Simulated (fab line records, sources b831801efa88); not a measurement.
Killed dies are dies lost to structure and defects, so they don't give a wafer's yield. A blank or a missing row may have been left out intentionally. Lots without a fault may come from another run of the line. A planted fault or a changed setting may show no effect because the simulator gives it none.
fab line records	flow gf180mcu
[record] lots = 6	wafers = 18	last_day = 33
route steps=602 shown V4@487
lots that met no fault: taken from a fault-free run of the same line
start_h: hours from the record's first day to the start of the lot's first wafer shown	wait_h: time in hours since the lot's previous step	" unchanged from the row above	L1.1+2: several wafers, shown together as one row	- no value, or no start given	* or withheld: withheld	< > ~ a bound
route shown NAME@n: a module of which the file shows steps, and the number in the route of the first	usual: mean/standard deviation of fault-free wafers	same: alike in all rows	chamber/n: place in a boat	sites: per-site readings	_std_site: standard deviation of those values	_edge_site: inner sites' mean taken away from outer sites' mean	radius_mm: for every site, how far away it sits from the centre of the wafer	mask NAME#n: copy n	behind: the most recent tool/chamber to have shaped the wafer	hold: the reason the lot was held/the length of the hold in hours/how it ended	device: names the non-switching transistor (n, p or np)	end of line: tests of these same wafers at the route's end	for a step that has no rows: nothing shown but its recipe	killed: not the wafer's yield, but the dies lost to structure and defects at the first sort	map: the dies of a wafer, with x for killed, . for not killed, _ for no die there
set.NAME: the setting as run; set.NAME@STEP: as run at that earlier step	model.NAME: the simulator's own value behind a step, which no gauge read
certain route steps with their lots: each step a table, each wafer a row
services: the hour from which a tool's chamber was out of use, counted from the record's first day as start_h (under 0 if before that day), plus the number of hours and why
[[steps]]
[step GF_V4_EXPOSE_11]
[recipe] mask_id = Via4	target_cd_nm = 260	na = 0.68	source_shape = conventional	sigma_outer = 0.6	dose_mj = 38
[step GF_V4_PEB_12]
[recipe] peb_temp_c = 135	peb_time_s = 90	resist = KrF
[step GF_V4_DEVELOP_13]
[recipe] develop_time_s = 60	resist = KrF	dev_temp_c = 21
[step GF_V4_CD_MEAS_14]
[recipe] target_cd_nm = 260
[usual] cd_nm = 260.1/1.2
lot.wafer	tool	chamber	start_h	wait_h	cd_nm
L668.3	cd_sem-02	-	556.50	0.1	260.8
L668.5	"	-	"	"	260.7
L668.6	"	-	"	"	260.9
L674.1	cd_sem-01	-	608.11	0.1	259.9
L674.2	"	-	"	"	260.4
L674.6	"	-	"	"	260.0
L675.1	cd_sem-01	-	620.01	0.1	258.1
L675.3	"	-	"	"	258.7
L675.4	"	-	"	"	258.4
L676.1	cd_sem-01	-	624.76	0.1	261.4
L676.3	"	-	"	"	260.6
L676.6	"	-	"	"	261.3
L684.2	cd_sem-02	-	688.48	0.1	260.7
L684.4	"	-	"	"	260.0
L684.6	"	-	"	"	260.4
L685.1	cd_sem-02	-	696.41	0.1	261.1
L685.3	"	-	"	"	261.6
L685.4	"	-	"	"	261.1
[step GF_V4_OVL_MEAS_15]
[usual] V4_OVL = 5/4.8
lot.wafer	tool	chamber	start_h	wait_h	V4_OVL[nm]
L668.3	overlay-02	-	556.59	0.1	-1
L668.5	"	-	"	"	-1
L668.6	"	-	"	"	1
L674.1	overlay-01	-	608.23	0.1	0
L674.2	"	-	"	"	1
L674.6	"	-	"	"	13
L675.1	overlay-01	-	620.13	0.1	7
L675.3	"	-	"	"	6
L675.4	"	-	"	"	0
L676.1	overlay-02	-	624.88	0.1	9
L676.3	"	-	"	"	7
L676.6	"	-	"	"	5
L684.2	overlay-02	-	688.58	0.1	5
L684.4	"	-	"	"	10
L684.6	"	-	"	"	0
L685.1	overlay-02	-	696.53	0.1	6
L685.3	"	-	"	"	6
L685.4	"	-	"	"	15
[step GF_V4_ETCH_16]
[recipe] chemistry = N2/H2	target_depth_a = withheld	overetch_a = withheld	time_s = withheld	target = BARC	ion_energy_ev = 200	source_w = 500	bias_w = 100	pressure_mtorr = 30	n2_flow_sccm = 100	h2_flow_sccm = 200
[usual] drypump_motor_current_A = 5.8/0.53	oes_product_au = 0.854/0.0047	throttle_valve_pct = 13.225/0.0087
lot.wafer	tool	chamber	start_h	wait_h	drypump_motor_current_A	oes_product_au	throttle_valve_pct
L668.3	rie_diel-01	1	556.61	0.0	6.1	0.860	13.232
L668.5	"	2	"	"	5.4	0.848	13.222
L668.6	"	1	"	"	6.1	0.857	13.218
L674.1	rie_diel-01	3	608.26	0.0	6.7	0.863	13.221
L674.2	"	1	"	"	6.1	0.859	13.235
L674.6	"	2	"	"	5.4	0.855	13.217
L675.1	rie_diel-04	1	620.16	0.0	5.2	0.851	13.227
L675.3	"	0	"	"	6.1	0.850	13.232
L675.4	"	3	"	"	5.7	0.859	13.234
L676.1	rie_diel-03	3	624.91	0.0	6.8	0.857	13.233
L676.3	"	2	"	"	5.6	0.850	13.223
L676.6	"	0	"	"	5.8	0.849	13.232
L684.2	rie_diel-04	3	688.61	0.0	5.7	0.859	13.219
L684.4	"	1	"	"	5.2	0.857	13.217
L684.6	"	1	"	"	5.2	0.860	13.221
L685.1	rie_diel-04	3	696.56	0.0	5.7	0.857	13.225
L685.3	"	1	"	"	5.3	0.848	13.219
L685.4	"	2	"	"	4.8	0.853	13.235
[step GF_V4_ETCH_17]
[recipe] chemistry = C4F8/O2/Ar	mask_material = KrF	target = SiO2	stop_on = TiN	source_w = 1500	bias_w = 1200	pressure_mtorr = 40	c4f8_flow_sccm = withheld	O2_flow_sccm = 6	Ar_flow_sccm = 300	time_s = withheld	target_depth_a = 6300
[usual] oes_product_au = 0.856/0.0047
lot.wafer	tool	chamber	start_h	wait_h	oes_product_au
L668.3	rie_diel-01	1	-	-	0.852
L668.5	"	2	"	"	0.855
L668.6	"	1	"	"	0.859
L674.1	rie_diel-01	3	-	-	0.851
L674.2	"	1	"	"	0.858
L674.6	"	2	"	"	0.857
L675.1	rie_diel-04	1	-	-	0.855
L675.3	"	0	"	"	0.857
L675.4	"	3	"	"	0.854
L676.1	rie_diel-03	3	-	-	0.857
L676.3	"	2	"	"	0.856
L676.6	"	0	"	"	0.846
L684.2	rie_diel-04	3	-	-	0.852
L684.4	"	1	"	"	0.857
L684.6	"	1	"	"	0.863
L685.1	rie_diel-04	3	-	-	0.866
L685.3	"	1	"	"	0.856
L685.4	"	2	"	"	0.862
[step GF_V4_STRIP_18]
[recipe] chemistry = O2/N2	power_w = 1400	pressure_mtorr = 1500	platen_temp_c = 250	o2_flow_sccm = 3000	n2_flow_sccm = 300	overash_fraction = 0.5
[usual] drypump_motor_current_A = 5.8/0.46	heater_power_w = 313/22	oes_product_au = 0.592/0.0049
lot.wafer	tool	chamber	start_h	wait_h	drypump_motor_current_A	heater_power_w	oes_product_au	rf_hours_counter_h
L668.3	plasma_asher-02	1	556.78	-	5.6	313	0.590	-
L668.5	"	0	"	"	5.7	319	0.592	-
L668.6	"	1	"	"	5.6	314	0.594	-
L674.1	plasma_asher-01	0	608.39	-	5.4	276	0.589	87
L674.2	"	1	"	"	6.4	276	0.592	87
L674.6	"	1	"	"	6.4	270	0.591	-
L675.1	plasma_asher-01	0	620.29	-	5.4	274	0.582	88
L675.3	"	1	"	"	6.4	283	0.584	-
L675.4	"	0	"	"	5.4	280	0.597	-
L676.1	plasma_asher-02	0	625.04	-	5.7	326	0.586	54
L676.3	"	0	"	"	5.7	319	0.590	-
L676.6	"	1	"	"	5.6	316	0.586	-
L684.2	plasma_asher-01	1	688.74	-	6.4	282	0.592	97
L684.4	"	1	"	"	6.4	284	0.591	-
L684.6	"	1	"	"	6.4	276	0.601	-
L685.1	plasma_asher-02	1	696.69	-	5.6	307	0.591	62
L685.3	"	0	"	"	5.7	318	0.594	-
L685.4	"	1	"	"	5.6	312	0.592	-
[step GF_V4_STRIP_19]
[recipe] chemistry = post_etch_residue_remover	time_s = 1200	temp_c = 72.5
[step GF_V4_CLEAN_20]
[recipe] chemistry = DIW	dry = n2_spin
[step GF_V4_SPUTTER_21]
[recipe] material = Ti	target_thk_nm = 15	chamber_pressure_pa = 5	power_w = 2500	substrate_temp_c = 200	time_s = 80.02
[usual] throttle_valve_pct = 29.9/1.1
lot.wafer	tool	chamber	start_h	wait_h	throttle_valve_pct
L668.3	pvd_sputter-03	-	557.28	0.0	28.7
L668.5	"	-	"	"	29.9
L668.6	"	-	"	"	30.3
L674.1	pvd_sputter-04	-	608.94	0.0	30.5
L674.2	"	-	"	"	29.2
L674.6	"	-	"	"	29.4
L675.1	pvd_sputter-01	-	620.83	0.0	29.6
L675.3	"	-	"	"	30.8
L675.4	"	-	"	"	30.7
L676.1	pvd_sputter-04	-	625.58	0.0	29.3
L676.3	"	-	"	"	30.5
L676.6	"	-	"	"	30.9
L684.2	pvd_sputter-03	-	689.28	0.0	30.3
L684.4	"	-	"	"	29.8
L684.6	"	-	"	"	28.6
L685.1	pvd_sputter-03	-	697.23	0.0	28.8
L685.3	"	-	"	"	30.4
L685.4	"	-	"	"	31.9
[step GF_V4_SPUTTER_22]
[recipe] material = TiN	target_thk_nm = 10	chamber_pressure_pa = 5	power_w = 4000	time_s = 40
[usual] throttle_valve_pct = 29.9/1
lot.wafer	tool	chamber	start_h	wait_h	throttle_valve_pct
L668.3	pvd_sputter-03	-	557.34	0.0	28.7
L668.5	"	-	"	"	30.3
L668.6	"	-	"	"	30.4
L674.1	pvd_sputter-04	-	609.00	0.0	30.9
L674.2	"	-	"	"	29.1
L674.6	"	-	"	"	29.6
L675.1	pvd_sputter-01	-	620.90	0.0	29.4
L675.3	"	-	"	"	31.1
L675.4	"	-	"	"	30.7
L676.1	pvd_sputter-04	-	625.64	0.0	29.3
L676.3	"	-	"	"	30.7
L676.6	"	-	"	"	30.6
L684.2	pvd_sputter-03	-	689.34	0.0	30.7
L684.4	"	-	"	"	29.9
L684.6	"	-	"	"	28.7
L685.1	pvd_sputter-03	-	697.29	0.0	28.7
L685.3	"	-	"	"	30.6
L685.4	"	-	"	"	31.6
[step GF_V4_CVD_23]
[recipe] material = W	target_thk_nm = 350	time_s = 104.9	temp_c = 400	pressure_torr = 40
[usual] chamber_pressure_Torr = 40.01/0.093	heater_power_outer_w = 547/24	heater_power_w = 880/50
lot.wafer	tool	chamber	start_h	wait_h	chamber_pressure_Torr	heater_power_outer_w	heater_power_w
L668.3	cvd_w-01	1	557.41	0.1	40.02	561	913
L668.5	"	0	"	"	40.18	564	924
L668.6	"	1	"	"	39.94	568	902
L674.1	cvd_w-01	1	609.04	0.0	-	-	-
L674.2	"	0	"	"	-	-	-
L674.6	"	0	"	"	-	-	-
L675.1	cvd_w-02	0	620.93	0.0	-	-	-
L675.3	"	0	"	"	-	-	-
L675.4	"	1	"	"	-	-	-
L676.1	cvd_w-02	0	625.68	0.0	40.12	509	794
L676.3	"	1	"	"	39.86	551	862
L676.6	"	1	"	"	39.91	556	839
L684.2	cvd_w-02	0	689.38	0.0	40.06	512	823
L684.4	"	1	"	"	39.92	547	861
L684.6	"	1	"	"	39.99	550	853
L685.1	cvd_w-02	0	697.33	0.0	39.95	506	808
L685.3	"	1	"	"	39.91	566	857
L685.4	"	0	"	"	39.98	513	805
[step GF_V4_RS_MEAS_24]
[recipe] thk_meas_gauge = four-point-probe	reads = W_of_V4_CVD_23+TiN_of_V4_SPUTTER_22+Ti_of_V4_SPUTTER_21
[usual] V4_W_RS = 0.326/0.0031
lot.wafer	tool	chamber	start_h	wait_h	V4_W_RS[ohm/sq]
L668.3	film_metro-04	-	557.53	0.1	0.326
L668.5	"	-	"	"	0.325
L668.6	"	-	"	"	0.326
L674.1	film_metro-02	-	609.15	0.1	42.499
L674.2	"	-	"	"	42.867
L674.6	"	-	"	"	42.653
L675.1	film_metro-01	-	621.05	0.1	43.695
L675.3	"	-	"	"	43.429
L675.4	"	-	"	"	43.614
L676.1	film_metro-01	-	625.79	0.1	0.328
L676.3	"	-	"	"	0.332
L676.6	"	-	"	"	0.326
L684.2	film_metro-02	-	689.51	0.1	0.324
L684.4	"	-	"	"	0.327
L684.6	"	-	"	"	0.329
L685.1	film_metro-04	-	697.44	0.1	0.324
L685.3	"	-	"	"	0.327
L685.4	"	-	"	"	0.324
[step GF_V4_THK_MEAS_25]
[recipe] thk_meas_gauge = xrf	reads = W_of_V4_CVD_23
[usual] V4_W_THK = 356/5.3
lot.wafer	tool	chamber	start_h	wait_h	V4_W_THK[nm]
L668.3	film_metro-04	-	557.63	0.1	357
L668.5	"	-	"	"	358
L668.6	"	-	"	"	358
L674.1	film_metro-02	-	609.27	0.1	<0
L674.2	"	-	"	"	<0
L674.6	"	-	"	"	<0
L675.1	film_metro-01	-	621.17	0.1	<0
L675.3	"	-	"	"	-
L675.4	"	-	"	"	-
L676.1	film_metro-01	-	625.91	0.1	351
L676.3	"	-	"	"	349
L676.6	"	-	"	"	356
L684.2	film_metro-02	-	689.62	0.1	362
L684.4	"	-	"	"	362
L684.6	"	-	"	"	356
L685.1	film_metro-04	-	697.56	0.1	350
L685.3	"	-	"	"	348
L685.4	"	-	"	"	354
[step GF_V4_CMP_26]
[recipe] stop_on = SiO2	down_force_psi = 3.5	platen_rpm = 60	t_overpolish_s = 15	target_thk_nm = 0	pad_velocity_m_s = 0.94248
[usual] motor_current_A = 11.2/1.1	time_to_endpoint_s = 85.8/2.9
lot.wafer	tool	chamber	start_h	wait_h	motor_current_A	time_to_endpoint_s
L668.3	cmp-01	3	557.67	0.0	12.0	87.0
L668.6	"	3	"	"	12.4	86.1
L668.5	"	0	"	"	11.7	84.7
L674.2	cmp-02	0	609.33	0.0	9.1	0.7
L674.1	"	2	"	"	11.7	4.7
L674.6	"	0	"	"	9.7	0.6
L675.1	cmp-01	2	621.30	0.1	10.5	0.0
L675.3	"	3	"	"	12.9	0.6
L675.4	"	1	"	"	9.7	0.0
L676.3	cmp-01	0	626.18	0.2	13.2	81.6
L676.1	"	1	"	"	10.1	80.8
L676.6	"	2	"	"	11.4	86.4
L684.4	cmp-01	1	689.67	0.0	10.3	83.1
L684.2	"	3	"	"	11.6	85.4
L684.6	"	1	"	"	10.0	81.0
L685.1	cmp-02	0	697.67	0.1	9.3	87.3
L685.4	"	1	"	"	11.3	86.8
L685.3	"	2	"	"	12.0	88.3
[[services]]
tool	chamber	start_h	hours	kind
rie_diel-04	0	536.12	10.5	repair
rie_diel-04	0	546.58	-	clean
rie_diel-04	0	546.58	18.5	scheduled_down
rie_diel-04	0	546.58	18.5	vent_cycle
plasma_asher-02	-	552.81	2.6	repair
rie_diel-04	2	552.89	22.3	repair
rie_diel-03	1	555.55	19.6	repair
pvd_sputter-03	2	568.83	-	consumable_replace:kit
pvd_sputter-03	2	568.83	18.0	scheduled_down
pvd_sputter-03	2	568.83	18.0	vent_cycle
pvd_sputter-01	-	571.38	22.5	repair
cmp-02	-	572.92	4.0	pm
pvd_sputter-04	2	576.08	-	consumable_replace:kit
rie_diel-04	0	583.49	16.5	repair
rie_diel-03	3	587.22	8.4	repair
rie_diel-01	1	588.50	3.7	repair
cvd_w-01	-	597.07	6.0	pm
cmp-02	-	611.68	0.8	repair
cmp-02	-	618.96	6.3	pm
rie_diel-03	1	628.79	16.8	repair
rie_diel-03	2	629.47	4.3	repair
rie_diel-03	3	642.00	6.4	repair
rie_diel-01	-	675.92	1.7	repair
cvd_w-02	-	680.46	2.8	pm
[[key]]
[first_sign] step = GF_V4_CVD_23	reading = tool_record	direction = missing
[effect] step = GF_V4_RS_MEAS_24	reading = V4_W_RS	direction = up	sigmas = 99+	usual = 0.326	struck = 43.126
[effect] step = GF_V4_THK_MEAS_25	reading = V4_W_THK	direction = down	sigmas = 67	usual = 356	struck = <0
[effect] step = GF_V4_CMP_26	reading = time_to_endpoint_s	direction = down	sigmas = 30	usual = *	struck = *
met_at GF_V4_CVD_23
struck_wafers L674.1,L674.2,L674.6,L675.1,L675.3,L675.4
later_rows_left_out L674.1,L674.2,L674.6,L675.1,L675.3,L675.4
sort_left_out L674.1,L674.2,L674.6,L675.1,L675.3,L675.4
onset_between 557.41 609.04
[fault] kind = skipped_step_whole	tool = cvd_w-01,cvd_w-02	chamber = -	onset_h = 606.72	steps = GF_V4_CVD_23	scope = struck_lots_only
// sort_left_out: the simulated sort isn't trusted on such a fault, so these wafers' sort isn't shown, and their yield isn't known
// later_rows_left_out: the simulator's readings of these wafers behind a module that went badly wrong aren't trusted and aren't shown, but for the sort
